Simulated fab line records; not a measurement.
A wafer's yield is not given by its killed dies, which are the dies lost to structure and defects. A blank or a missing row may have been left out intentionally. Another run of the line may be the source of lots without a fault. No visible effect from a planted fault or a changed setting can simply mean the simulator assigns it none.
fab line records ; flow sky130
record: lots: 7; wafers: 21; last_day: 49
route steps=708 shown METAL3@536 CAPM@537 PAD_OPEN@708
lots untouched by any fault: they come from a run of this same line in which no faults occurred
start_h: the number of hours between the record's first day and the start of the first shown wafer of the lot ; wait_h: hours since the lot's step before ; " unchanged from the row above ; L1.1+2: a single row standing in for several wafers ; - value missing, or start not given ; * or withheld: withheld ; < > ~ a bound
route shown NAME@n: NAME is a module with steps in the file, n the number in the route of the first one ; usual: average and standard deviation across the fault-free wafers ; same: alike in all rows ; chamber/n: place in a boat ; sites: readings site by site ; _std_site: the standard deviation of these ; _edge_site: outer sites' mean less inner sites' ; radius_mm: for every site, how far away it sits from the centre of the wafer ; mask NAME#n: copy n ; behind: tool/chamber where the wafer was last shaped ; hold: cause of the lot's hold/its duration in hours/its outcome ; device: transistor that didn't switch, given as n, p or np ; end of line: the same wafers' tests at the end of the route ; a step with no rows: only its recipe ; killed: the dies lost at the first sort to structure and to defects; this is not the yield of the wafer ; map: dies across one wafer; x = killed, . = not, _ = none there
set.NAME: setting as actually run; set.NAME@STEP: the setting as run at that earlier step ; model.NAME: the simulator's own value behind a step, which no gauge read
lots at selected steps of the route; one table per step, one row per wafer
services: the hour from which a tool's chamber was out of use, counted from the record's first day as start_h (under 0 if before that day), plus the number of hours and why
== steps ==
step: SKY_METAL3_SPUTTER_04
recipe: material: TiN; target_thk_nm: 70; power_w: 6500; time_s: 58.3; chamber_pressure_pa: 0.4
usual: throttle_valve_pct: 30.1/1.4
lot.wafer;tool;chamber;start_h;wait_h;throttle_valve_pct
L516.2;pvd_sputter-01;-;889.03;0.0;30.0
L516.3;pvd_sputter-01;-;889.03;0.0;30.9
L516.6;pvd_sputter-01;-;889.03;0.0;30.1
L522.1;pvd_sputter-01;-;941.88;0.0;29.9
L522.2;pvd_sputter-01;-;941.88;0.0;31.2
L522.3;pvd_sputter-01;-;941.88;0.0;30.1
L524.1;pvd_sputter-01;-;959.37;0.0;30.8
L524.2;pvd_sputter-01;-;959.37;0.0;29.8
L524.5;pvd_sputter-01;-;959.37;0.0;30.9
L525.1;pvd_sputter-02;-;972.46;0.0;29.2
L525.4;pvd_sputter-02;-;972.46;0.0;31.4
L525.6;pvd_sputter-02;-;972.46;0.0;31.4
L527.3;pvd_sputter-04;-;987.69;0.0;27.1
L527.5;pvd_sputter-04;-;987.69;0.0;29.2
L527.6;pvd_sputter-04;-;987.69;0.0;27.2
L526.1;pvd_sputter-02;-;989.16;0.0;29.4
L526.5;pvd_sputter-02;-;989.16;0.0;29.3
L526.6;pvd_sputter-02;-;989.16;0.0;30.6
L528.1;pvd_sputter-04;-;989.77;0.0;29.5
L528.2;pvd_sputter-04;-;989.77;0.0;27.3
L528.4;pvd_sputter-04;-;989.77;0.0;32.4
step: SKY_CAPM_CVD_00
recipe: material: SiO2; target_thk_nm: 15.5; temp_c: 400; time_s: withheld; rf_w: 450
usual: heater_power_w: 741/75; rf_fwd_power_W: 440.3/2.4
lot.wafer;tool;chamber;start_h;wait_h;heater_power_w;rf_fwd_power_W
L516.2;pecvd-03;0;889.08;0.0;770;438.0
L516.3;pecvd-03;2;889.08;0.0;791;439.1
L516.6;pecvd-03;0;889.08;0.0;803;437.5
L522.1;pecvd-01;2;941.93;0.0;782;441.6
L522.2;pecvd-01;0;941.93;0.0;909;438.7
L522.3;pecvd-01;1;941.93;0.0;850;444.2
L524.1;pecvd-02;0;959.42;0.0;758;440.6
L524.2;pecvd-02;2;959.42;0.0;602;442.6
L524.5;pecvd-02;2;959.42;0.0;604;445.7
L525.1;pecvd-03;1;972.51;0.0;667;437.8
L525.4;pecvd-03;0;972.51;0.0;658;436.2
L525.6;pecvd-03;2;972.51;0.0;810;439.7
L527.3;pecvd-01;0;987.74;0.0;861;440.9
L527.5;pecvd-01;2;987.74;0.0;740;442.4
L527.6;pecvd-01;0;987.74;0.0;862;440.3
L526.1;pecvd-03;2;989.21;0.0;799;437.2
L526.5;pecvd-03;1;989.21;0.0;705;438.9
L526.6;pecvd-03;0;989.21;0.0;800;440.5
L528.1;pecvd-02;2;989.82;0.0;630;442.8
L528.2;pecvd-02;0;989.82;0.0;666;437.5
L528.4;pecvd-02;0;989.82;0.0;663;439.0
step: SKY_CAPM_THK_MEAS_01
recipe: reads: SiO2_of_CAPM_CVD_00
usual: CAPM_CVD_00_THK: 15.52/0.24
lot.wafer;tool;chamber;start_h;wait_h;CAPM_CVD_00_THK[nm]
L516.2;film_metro-01;-;889.11;-;15.48
L516.3;film_metro-01;-;889.11;-;15.38
L516.6;film_metro-01;-;889.11;-;15.59
L522.1;film_metro-04;-;941.95;-;15.05
L522.2;film_metro-04;-;941.95;-;15.46
L522.3;film_metro-04;-;941.95;-;15.02
L524.1;film_metro-01;-;959.44;-;15.57
L524.2;film_metro-01;-;959.44;-;15.75
L524.5;film_metro-01;-;959.44;-;15.85
L525.1;film_metro-04;-;972.53;-;15.50
L525.4;film_metro-04;-;972.53;-;15.53
L525.6;film_metro-04;-;972.53;-;15.61
L527.3;film_metro-01;-;987.78;-;15.34
L527.5;film_metro-01;-;987.78;-;15.41
L527.6;film_metro-01;-;987.78;-;15.59
L526.1;film_metro-01;-;989.23;-;15.30
L526.5;film_metro-01;-;989.23;-;15.74
L526.6;film_metro-01;-;989.23;-;15.47
L528.1;film_metro-01;-;989.84;-;15.66
L528.2;film_metro-01;-;989.84;-;15.69
L528.4;film_metro-01;-;989.84;-;15.86
step: SKY_CAPM_SPUTTER_02
recipe: material: TiN; target_thk_nm: 200; temp_c: 300; power_w: 6500; time_s: 166.7; chamber_pressure_pa: 0.4
usual: throttle_valve_pct: 30.4/0.74
lot.wafer;tool;chamber;start_h;wait_h;throttle_valve_pct
L516.2;pvd_sputter-02;-;889.16;0.0;31.4
L516.3;pvd_sputter-02;-;889.16;0.0;30.8
L516.6;pvd_sputter-02;-;889.16;0.0;29.5
L522.1;pvd_sputter-03;-;942.01;0.1;31.1
L522.2;pvd_sputter-03;-;942.01;0.1;30.3
L522.3;pvd_sputter-03;-;942.01;0.1;29.8
L524.1;pvd_sputter-02;-;959.50;0.1;31.5
L524.2;pvd_sputter-02;-;959.50;0.1;31.5
L524.5;pvd_sputter-02;-;959.50;0.1;31.3
L525.1;pvd_sputter-03;-;972.59;0.1;31.3
L525.4;pvd_sputter-03;-;972.59;0.1;30.4
L525.6;pvd_sputter-03;-;972.59;0.1;29.9
L527.3;pvd_sputter-01;-;987.82;0.0;31.2
L527.5;pvd_sputter-01;-;987.82;0.0;29.8
L527.6;pvd_sputter-01;-;987.82;0.0;30.8
L526.1;pvd_sputter-03;-;989.29;0.1;30.8
L526.5;pvd_sputter-03;-;989.29;0.1;29.6
L526.6;pvd_sputter-03;-;989.29;0.1;31.3
L528.1;pvd_sputter-02;-;989.90;0.1;29.1
L528.2;pvd_sputter-02;-;989.90;0.1;30.5
L528.4;pvd_sputter-02;-;989.90;0.1;31.2
step: SKY_CAPM_RS_MEAS_03
recipe: thk_meas_gauge: four-point-probe; reads: TiN_of_CAPM_SPUTTER_02
usual: CAPM_TIN_RS: 6.87/0.095
lot.wafer;tool;chamber;start_h;wait_h;CAPM_TIN_RS[ohm/sq]
L516.2;film_metro-03;-;889.29;0.1;6.93
L516.3;film_metro-03;-;889.29;0.1;6.83
L516.6;film_metro-03;-;889.29;0.1;6.89
L522.1;film_metro-03;-;942.12;0.1;6.89
L522.2;film_metro-03;-;942.12;0.1;6.78
L522.3;film_metro-03;-;942.12;0.1;6.84
L524.1;film_metro-04;-;959.61;0.1;6.81
L524.2;film_metro-04;-;959.61;0.1;6.88
L524.5;film_metro-04;-;959.61;0.1;6.82
L525.1;film_metro-01;-;972.70;0.1;7.01
L525.4;film_metro-01;-;972.70;0.1;6.84
L525.6;film_metro-01;-;972.70;0.1;7.00
L527.3;film_metro-03;-;987.97;0.1;6.82
L527.5;film_metro-03;-;987.97;0.1;6.80
L527.6;film_metro-03;-;987.97;0.1;6.85
L526.1;film_metro-03;-;989.40;0.1;6.99
L526.5;film_metro-03;-;989.40;0.1;6.87
L526.6;film_metro-03;-;989.40;0.1;7.03
L528.1;film_metro-03;-;990.01;0.1;6.89
L528.2;film_metro-03;-;990.01;0.1;6.88
L528.4;film_metro-03;-;990.01;0.1;6.77
step: SKY_CAPM_THK_MEAS_04
recipe: thk_meas_gauge: xrf; reads: TiN_of_CAPM_SPUTTER_02
usual: CAPM_TIN_THK: 199.7/2.7
lot.wafer;tool;chamber;start_h;wait_h;CAPM_TIN_THK[nm]
L516.2;film_metro-03;-;889.40;0.1;198.5
L516.3;film_metro-03;-;889.40;0.1;201.4
L516.6;film_metro-03;-;889.40;0.1;198.5
L522.1;film_metro-03;-;942.24;0.1;198.7
L522.2;film_metro-03;-;942.24;0.1;201.4
L522.3;film_metro-03;-;942.24;0.1;199.1
L524.1;film_metro-04;-;959.73;0.1;202.0
L524.2;film_metro-04;-;959.73;0.1;200.6
L524.5;film_metro-04;-;959.73;0.1;201.6
L525.1;film_metro-01;-;972.82;0.1;197.1
L525.4;film_metro-01;-;972.82;0.1;201.6
L525.6;film_metro-01;-;972.82;0.1;198.3
L527.3;film_metro-03;-;988.07;0.1;199.8
L527.5;film_metro-03;-;988.07;0.1;200.7
L527.6;film_metro-03;-;988.07;0.1;199.6
L526.1;film_metro-03;-;989.52;0.1;195.4
L526.5;film_metro-03;-;989.52;0.1;198.4
L526.6;film_metro-03;-;989.52;0.1;193.4
L528.1;film_metro-03;-;990.13;0.1;197.3
L528.2;film_metro-03;-;990.13;0.1;197.7
L528.4;film_metro-03;-;990.13;0.1;200.6
step: SKY_CAPM_DEHYDRATE_05
recipe: temp_c: 200; time_s: 60
step: SKY_CAPM_HMDS_06
recipe: prime_time_s: 60; prime_temp_c: 120
step: SKY_CAPM_COAT_07
recipe: resist: NOVOLAK; spin_rpm: 3000; resist_thk_nm: 1140
step: SKY_CAPM_SOFTBAKE_08
recipe: temp_c: 90; time_s: 60; resist: NOVOLAK
step: SKY_CAPM_EXPOSE_09
recipe: mask_id: CAPM; na: 0.6; source_shape: conventional; sigma_outer: 0.6; polarization: unpolarized; target_cd_nm: 1000; dose_mj: 159
step: SKY_CAPM_PEB_10
recipe: temp_c: withheld; time_s: *; resist: NOVOLAK
step: SKY_CAPM_DEVELOP_11
recipe: resist: NOVOLAK; developer: TMAH; develop_time_s: 60; dev_temp_c: 23
usual: developer_temp_C: 23.00/0.1
lot.wafer;tool;chamber;start_h;wait_h;developer_temp_C
L516.2;litho_track-01;0;914.16;0.1;22.84
L516.3;litho_track-01;0;914.16;0.1;22.93
L516.6;litho_track-01;0;914.16;0.1;22.87
L522.1;litho_track-01;0;966.14;0.1;23.06
L522.2;litho_track-01;0;966.14;0.1;23.20
L522.3;litho_track-01;0;966.14;0.1;23.24
L524.1;litho_track-02;0;984.04;0.1;23.13
L524.2;litho_track-02;0;984.04;0.1;22.88
L524.5;litho_track-02;0;984.04;0.1;22.93
L525.1;litho_track-02;0;996.14;0.1;24.08
L525.4;litho_track-02;0;996.14;0.1;23.97
L525.6;litho_track-02;0;996.14;0.1;23.98
L527.3;litho_track-02;0;1010.94;0.1;23.91
L527.5;litho_track-02;0;1010.94;0.1;23.99
L527.6;litho_track-02;0;1010.94;0.1;23.89
L526.1;litho_track-03;0;1011.87;0.1;22.96
L526.5;litho_track-03;0;1011.87;0.1;22.99
L526.6;litho_track-03;0;1011.87;0.1;23.15
L528.1;litho_track-02;0;1012.94;0.1;23.98
L528.2;litho_track-02;0;1012.94;0.1;23.86
L528.4;litho_track-02;0;1012.94;0.1;23.98
step: SKY_CAPM_OVL_MEAS_12
usual: CAPM_OVL: 1.2/1.3
lot.wafer;tool;chamber;start_h;wait_h;CAPM_OVL[nm]
L516.2;overlay-01;-;914.29;0.1;0.8
L516.3;overlay-01;-;914.29;0.1;0.2
L516.6;overlay-01;-;914.29;0.1;1.8
L522.1;overlay-02;-;966.29;0.1;-0.8
L522.2;overlay-02;-;966.29;0.1;-0.6
L522.3;overlay-02;-;966.29;0.1;0.0
L524.1;overlay-02;-;984.19;0.1;-0.4
L524.2;overlay-02;-;984.19;0.1;2.4
L524.5;overlay-02;-;984.19;0.1;0.6
L525.1;overlay-01;-;996.29;0.1;1.5
L525.4;overlay-01;-;996.29;0.1;1.9
L525.6;overlay-01;-;996.29;0.1;1.1
L527.3;overlay-02;-;1011.06;0.1;2.7
L527.5;overlay-02;-;1011.06;0.1;1.5
L527.6;overlay-02;-;1011.06;0.1;1.5
L526.1;overlay-02;-;1012.02;0.1;-1.3
L526.5;overlay-02;-;1012.02;0.1;1.2
L526.6;overlay-02;-;1012.02;0.1;0.4
L528.1;overlay-02;-;1013.09;0.1;1.2
L528.2;overlay-02;-;1013.09;0.1;2.6
L528.4;overlay-02;-;1013.09;0.1;-0.1
step: SKY_PAD_OPEN_PROBE_99
usual: defect_limited_yield: 82.3/2; killed_at_M0_to_M3: 45/7.5; killed_at_M4_up: 3.2/1.8; killed_at_contacts: 24/4.9; killed_at_front_end: 15/4.4; killed_at_other: 0.3/0.54; killed_dies: 87/9.8; killed_open: 47/6.4; killed_short: 40/6.5; sort_bin_3_pad_short: 0.9/0.44; sort_bin_5_function: 10.5/1.5; sort_bin_6_memory: 6.3/1.2; sort_n_pass: 405/9.8; sort_yield_pct: 82.3/2
same: gross_dies: 492; killed_at_back_side: 0; sort_bin_4_leakage[%]: 0; sort_bin_8_speed[%]: 0
lot.wafer;tool;chamber;start_h;wait_h;defect_limited_yield[%];killed_at_M0_to_M3;killed_at_M4_up;killed_at_contacts;killed_at_front_end;killed_at_other;killed_dies;killed_open;killed_short;sort_bin_3_pad_short[%];sort_bin_5_function[%];sort_bin_6_memory[%];sort_n_pass;sort_yield_pct[%]
L516.2;prober-02;-;1110.22;0.1;85.0;48;1;21;4;0;74;46;28;1.0;8.7;5.3;418;85.0
L516.3;prober-02;-;1110.27;0.2;83.7;39;5;16;20;0;80;44;36;0.8;10.2;5.3;412;83.7
L516.6;prober-02;-;1110.42;0.2;81.3;48;3;22;19;0;92;46;45;0.4;11.2;7.1;400;81.3
L522.1;prober-01;-;1150.66;0.1;85.0;33;2;27;12;0;74;43;29;0.2;9.6;5.3;418;85.0
L522.2;prober-01;-;1150.71;0.1;81.7;38;4;37;11;0;90;54;34;1.4;10.6;6.3;402;81.7
L522.3;prober-01;-;1150.76;0.2;83.7;35;6;22;17;0;80;40;39;1.2;9.3;5.7;412;83.7
L524.1;prober-01;-;1162.51;0.1;79.1;57;5;19;22;0;103;62;41;1.4;11.0;8.5;389;79.1
L524.2;prober-01;-;1162.56;0.1;81.7;47;7;21;15;0;90;47;42;0.8;11.2;6.3;402;81.7
L524.5;prober-01;-;1162.71;0.2;79.3;50;3;32;17;0;102;51;51;1.8;12.2;6.7;390;79.3
L525.1;prober-02;-;1171.56;0.1;82.3;45;2;20;20;0;87;54;32;0.8;11.2;5.7;405;82.3
L525.4;prober-02;-;1171.71;0.2;85.0;37;2;18;17;0;74;42;32;0.8;9.3;4.9;418;85.0
L525.6;prober-02;-;1171.81;0.2;80.9;36;1;32;25;0;94;45;49;1.0;12.6;5.5;398;80.9
L527.3;prober-01;-;1182.22;0.2;79.9;55;1;27;16;0;99;57;42;0.6;14.0;5.5;393;79.9
L527.5;prober-01;-;1182.32;0.2;86.4;34;1;23;7;2;67;41;25;0.6;8.5;4.5;425;86.4
L527.6;prober-01;-;1182.37;0.2;82.3;42;1;23;21;0;87;53;34;0.4;10.2;7.1;405;82.3
L526.1;prober-02;-;1185.41;0.1;77.6;52;6;26;25;1;110;54;56;1.6;12.0;8.7;382;77.6
L526.5;prober-02;-;1185.61;0.2;83.5;39;2;25;15;0;81;38;43;1.6;8.3;6.5;411;83.5
L526.6;prober-02;-;1185.66;0.2;83.9;39;1;24;15;0;79;43;36;1.2;10.8;4.1;413;83.9
L528.1;prober-01;-;1186.05;0.1;81.5;48;4;26;13;0;91;53;36;0.6;11.4;6.5;401;81.5
L528.2;prober-01;-;1186.10;0.1;81.1;42;5;26;20;0;93;51;40;1.2;11.0;6.7;399;81.1
L528.4;prober-01;-;1186.20;0.2;81.7;54;1;22;12;1;90;49;41;0.8;12.8;4.7;402;81.7
killed by level:class
L516.2 VIA1:geometric_particle:open=13 VIA3:geometric_particle:open=11 LI_CONTACT:geometric_particle:open=6 LOCAL_INTERCONNECT:geometric_particle:short=5 VIA1:geometric_particle:short=4 METAL2:geometric_particle:short=4 VIA2:geometric_particle:open=4 VIA3:geometric_particle:short=4
L516.3 VIA2:geometric_particle:open=8 FIELD_ISO:geometric_particle:short=7 VIA3:geometric_particle:open=7 VIA1:geometric_particle:open=6 FIELD_ISO:geometric_particle:open=5 CONTACT:geometric_particle:short=5 CONTACT:geometric_particle:open=5 METAL2:geometric_particle:short=5
L516.6 VIA1:geometric_particle:open=12 CONTACT:geometric_particle:open=10 METAL1:geometric_particle:short=9 FIELD_ISO:geometric_particle:open=6 LOCAL_INTERCONNECT:geometric_particle:short=6 FIELD_ISO:geometric_particle:short=5 VIA3:geometric_particle:short=5 VIA2:geometric_particle:short=4
L522.1 LI_CONTACT:geometric_particle:open=9 VIA2:geometric_particle:open=8 CONTACT:geometric_particle:open=8 VIA1:geometric_particle:open=6 CONTACT:geometric_particle:short=4 METAL1:geometric_particle:short=4 VIA1:geometric_particle:short=4 VIA3:geometric_particle:open=4
L522.2 LI_CONTACT:geometric_particle:open=14 VIA1:geometric_particle:open=9 CONTACT:geometric_particle:short=7 VIA3:geometric_particle:open=7 CONTACT:geometric_particle:open=6 METAL2:geometric_particle:short=6 FIELD_ISO:geometric_particle:open=5 LOCAL_INTERCONNECT:geometric_particle:short=4
L522.3 VIA1:geometric_particle:open=9 LI_CONTACT:geometric_particle:open=8 VIA1:geometric_particle:short=6 VIA2:geometric_particle:open=6 METAL4:geometric_particle:short=6 POLY_GATE:geometric_particle:short=5 CONTACT:geometric_particle:open=5 FIELD_ISO:geometric_particle:open=4
L524.1 VIA1:geometric_particle:open=16 FIELD_ISO:geometric_particle:open=7 FIELD_ISO:geometric_particle:short=7 VIA2:geometric_particle:open=7 LI_CONTACT:geometric_particle:open=6 CONTACT:geometric_particle:open=6 VIA1:geometric_particle:short=6 METAL1:geometric_particle:short=5
L524.2 VIA2:geometric_particle:open=8 CONTACT:geometric_particle:open=7 LI_CONTACT:geometric_particle:open=6 VIA1:geometric_particle:open=6 VIA3:geometric_particle:open=6 LI_CONTACT:geometric_particle:short=5 METAL2:geometric_particle:short=5 METAL1:geometric_particle:short=5
L524.5 CONTACT:geometric_particle:open=13 METAL1:geometric_particle:short=10 VIA1:geometric_particle:open=10 FIELD_ISO:geometric_particle:short=8 FIELD_ISO:geometric_particle:open=7 LOCAL_INTERCONNECT:geometric_particle:short=7 VIA3:geometric_particle:open=6 VIA1:geometric_particle:short=6
L525.1 VIA1:geometric_particle:open=12 CONTACT:geometric_particle:open=10 VIA2:geometric_particle:open=9 FIELD_ISO:geometric_particle:open=7 VIA2:geometric_particle:short=6 VIA3:geometric_particle:open=6 CONTACT:geometric_particle:short=4 VIA1:geometric_particle:short=4
L525.4 VIA1:geometric_particle:open=8 CONTACT:geometric_particle:open=6 LI_CONTACT:geometric_particle:open=5 METAL1:geometric_particle:short=5 VIA2:geometric_particle:open=5 VIA3:geometric_particle:open=5 FIELD_ISO:geometric_particle:short=4 METAL2:geometric_particle:short=4
L525.6 CONTACT:geometric_particle:open=14 FIELD_ISO:geometric_particle:short=11 VIA1:geometric_particle:open=8 LI_CONTACT:geometric_particle:open=6 METAL1:geometric_particle:short=6 LOCAL_INTERCONNECT:geometric_particle:short=5 CONTACT:geometric_particle:short=5 VIA2:geometric_particle:open=5
L527.3 VIA1:geometric_particle:open=13 LI_CONTACT:geometric_particle:open=12 VIA3:geometric_particle:open=11 CONTACT:geometric_particle:short=7 METAL1:geometric_particle:short=6 POLY_GATE:geometric_particle:short=5 VIA3:geometric_particle:short=5 CONTACT:geometric_particle:open=4
L527.5 CONTACT:geometric_particle:open=12 VIA1:geometric_particle:open=10 VIA2:geometric_particle:open=6 LI_CONTACT:geometric_particle:open=4 METAL1:geometric_particle:short=4 METAL2:geometric_particle:short=4 POLY_GATE:geometric_particle:short=3 LOCAL_INTERCONNECT:geometric_particle:short=3
L527.6 VIA1:geometric_particle:open=12 CONTACT:geometric_particle:open=11 VIA1:geometric_particle:short=8 LI_CONTACT:geometric_particle:open=7 POLY_GATE:geometric_particle:open=6 VIA3:geometric_particle:open=5 CONTACT:geometric_particle:short=4 METAL1:geometric_particle:short=4
L526.1 LI_CONTACT:geometric_particle:open=13 VIA1:geometric_particle:open=11 VIA3:geometric_particle:open=10 POLY_GATE:geometric_particle:short=9 METAL1:geometric_particle:short=8 VIA2:geometric_particle:open=7 POLY_GATE:geometric_particle:open=6 METAL4:geometric_particle:short=6
L526.5 CONTACT:geometric_particle:open=10 VIA1:geometric_particle:open=10 METAL1:geometric_particle:short=8 FIELD_ISO:geometric_particle:open=7 CONTACT:geometric_particle:short=5 METAL2:geometric_particle:short=5 VIA1:geometric_particle:short=5 POLY_GATE:geometric_particle:short=4
L526.6 VIA1:geometric_particle:open=14 LI_CONTACT:geometric_particle:open=8 POLY_GATE:geometric_particle:short=6 LI_CONTACT:geometric_particle:short=5 METAL2:geometric_particle:short=5 VIA2:geometric_particle:open=5 CONTACT:geometric_particle:short=4 CONTACT:geometric_particle:open=4
L528.1 CONTACT:geometric_particle:open=11 VIA1:geometric_particle:open=11 VIA2:geometric_particle:open=9 METAL2:geometric_particle:short=6 LI_CONTACT:geometric_particle:open=5 VIA3:geometric_particle:open=5 POLY_GATE:geometric_particle:short=4 LOCAL_INTERCONNECT:geometric_particle:short=4
L528.2 LOCAL_INTERCONNECT:geometric_particle:short=10 FIELD_ISO:geometric_particle:open=7 VIA3:geometric_particle:open=7 VIA1:geometric_particle:open=6 VIA2:geometric_particle:open=5 POLY_GATE:geometric_particle:open=4 LI_CONTACT:geometric_particle:open=4 CONTACT:geometric_particle:open=4
L528.4 VIA1:geometric_particle:open=14 VIA3:geometric_particle:open=9 LI_CONTACT:geometric_particle:open=6 CONTACT:geometric_particle:open=6 VIA1:geometric_particle:short=6 METAL2:geometric_particle:short=6 FIELD_ISO:geometric_particle:open=5 CONTACT:geometric_particle:short=5
== services ==
tool;chamber;start_h;hours;kind
pecvd-03;2;867.34;2.1;scheduled_down
pvd_sputter-04;-;884.93;7.9;repair
pvd_sputter-04;-;893.58;7.7;repair
pecvd-03;2;896.45;5.5;scheduled_down
pvd_sputter-03;-;901.64;2.2;repair
pvd_sputter-02;-;902.18;57.1;repair
pecvd-02;2;902.98;6.7;repair
pecvd-02;1;905.19;5.5;scheduled_down
pecvd-03;0;924.10;2.1;scheduled_down
pecvd-03;1;927.02;15.6;repair
pvd_sputter-04;-;935.92;1.0;repair
pecvd-02;2;942.72;2.1;scheduled_down
pvd_sputter-02;-;949.78;5.9;repair
pecvd-02;0;950.60;2.1;scheduled_down
pecvd-01;2;953.45;14.2;repair
pvd_sputter-03;-;961.68;3.2;repair
pecvd-01;2;967.64;2.1;scheduled_down
pvd_sputter-03;-;996.32;3.9;repair
pecvd-02;2;1003.34;6.2;repair
pecvd-02;-;1004.72;1.4;repair
== key ==
first_sign: step: SKY_CAPM_DEVELOP_11; reading: developer_temp_C; direction: up; sigmas: 9.3; usual: *; struck: *
effect none on later readings
met_at SKY_CAPM_DEVELOP_11
struck_wafers L525.1,L525.4,L525.6,L527.3,L527.5,L527.6,L528.1,L528.2,L528.4
onset_between 984.04 996.14
fault: kind: process_parameter_drift; tool: litho_track-02; chamber: -; onset_h: 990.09; steps: SKY_CAPM_DEVELOP_11; channel: dev_temp_c; offset: *; shape: step; end_h: 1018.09; acts_in: *; stated: *
